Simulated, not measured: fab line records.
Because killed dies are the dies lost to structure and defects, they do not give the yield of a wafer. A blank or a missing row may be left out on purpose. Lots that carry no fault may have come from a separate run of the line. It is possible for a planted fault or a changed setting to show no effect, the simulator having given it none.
Problem report in the 8D (eight disciplines) form, filled by code ; flow gf180mcu ; the parts of the form that need people (team, actions taken, sign-off) are left out

== 1. PROBLEM STATEMENT ==
At GF_MIM_METAL_ETCH_19, bias-w averages 114.7 W over 9 wafers from 3 lots, while fault-free wafers read 140.0 W, standard deviation 0.43. That is -59 standard deviations from the usual mean.
The step: etches the open film in Cl2/BCl3, stops on Si3N4, target depth 324.5 nm, time 54.1 s.
Earliest sighting: wafer L577.1 on rie-metal-03 at day 30 06:12. At this step, 45 wafers from 15 lots have a number in the record. Rule for "out", or "out of limits": more than 4 standard deviations from the usual mean. Any other wafer with a number is counted as sound.

== 2. WHAT IT IS, AND WHAT IT ISN'T ==
question;is;is not
which readings at this step;bias-w;drypump-motor-current-A, throttle-valve-pct
which lots;L577, L578, L581;L562, L563, L565, L568, L569, L570, L571, L572, L573, L575, L583, L584
which wafers of those lots;all that have a number;-
read on which tools;rie-metal-03;rie-metal-01, rie-metal-04
when;from day 30 06:12;"up to then (30 sound wafers); but 6 sound wafers of L583, L584 came after"

== 3. THE SUSPECTS, EACH WITH WHAT RULES IT OUT ==
Counting: a tool at a process step up to the reading stays a suspect if it ran every lot that is out and no sound lot after the first of them.
- rie-metal-03 at GF_MIM_METAL_ETCH_19 (etches the open film in Cl2/BCl3, stops on Si3N4, target depth 324.5 nm, time 54.1 s): kept. It ran every lot that is out, first L577 (day 30 06:12), and no sound lot after that; its last sound lot up to then is L573 (day 29 04:25). On those wafers its own readings are out: bias-w.
The count leaves rie-metal-03 at GF_MIM_METAL_ETCH_19.

== 4. THE CAUSE (what the simulator had put in) ==
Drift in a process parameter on rie-metal-03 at GF_MIM_METAL_ETCH_19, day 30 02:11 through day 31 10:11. The setting bias-w was moved by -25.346, starting from 140. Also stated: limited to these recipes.
Only this tool survived the counting.

== 5. THE EFFECT CHAIN, in route order ==
Each row: a reading where the mean over the struck wafers with a number is more than 3 standard deviations away from the usual. Scope: only readings with a usual standard deviation given in the record; hours: median across lots of the time from each lot's start at the first step in this table that gives one to its start at this step; sigmas: change in usual standard deviations.
hours;step;reading;usual;on struck wafers;change;sigmas
0;GF_MIM_METAL_ETCH_19;bias-w;140.0 W;114.7;-25.3;-59
Here are the process steps it includes:
- GF_MIM_METAL_ETCH_19: etches the open film in Cl2/BCl3, stops on Si3N4, target depth 324.5 nm, time 54.1 s.

== 6. WHAT WOULD HAVE CAUGHT IT SOONER ==
In this record the first reading out of limits was taken at day 30 06:12, 4 hours after the fault began at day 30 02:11.
